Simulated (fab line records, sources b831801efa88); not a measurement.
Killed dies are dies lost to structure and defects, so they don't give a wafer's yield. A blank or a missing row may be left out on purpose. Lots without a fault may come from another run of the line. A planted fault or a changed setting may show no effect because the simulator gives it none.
Chamber matching | flow gf180mcu | GF_PASSIVATION_CVD_02 on pecvd-02: 3 sister chambers
The step deposits Si3N4, target thk 700 nm, time 486.18 s. 3 wafers are shown with their chamber, then 7 later ones without.

WAFERS WITH THEIR CHAMBER
wafer  | chamber | heater_power_w (W)
L107.6 | 0       | 748
L113.4 | 2       | 629
L115.4 | 1       | 717

WAFERS WITHOUT THEIR CHAMBER
wafer  | heater_power_w (W)
L115.5 | 723
L116.2 | 758
L116.3 | 653
L116.6 | 708
L119.2 | 748
L119.3 | 759
L119.6 | 794

WHICH CHAMBER EACH WENT THROUGH
wafer  | from the rows above     | in truth
L115.5 | can't be placed: 1 or 0 | 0
L116.2 | can't be placed: 0 or 1 | 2
L116.3 | can't be placed: 2 or 1 | 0
L116.6 | can't be placed: 1 or 0 | 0
L119.2 | can't be placed: 0 or 1 | 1
L119.3 | can't be placed: 0 or 1 | 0
L119.6 | can't be placed: 0 or 1 | 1
Placed correctly: 0 of 7. Can't be placed from these rows: 7 (the true chamber is among the candidates in 5). Placed wrongly: 0.
How it was worked out, from the rows above alone: a wafer's distance from a chamber is the root of the sum, over the readings, of the square of ((its reading less the chamber's mean) divided by the reading's scatter). The wafer belongs to the nearest chamber; if the next one is less than 2 further off, it can't be placed. A chamber's mean is the mean of its shown wafers. The scatter: with one shown wafer a chamber, the root of the mean of the squares of how far each hidden wafer lies from its nearest shown one.
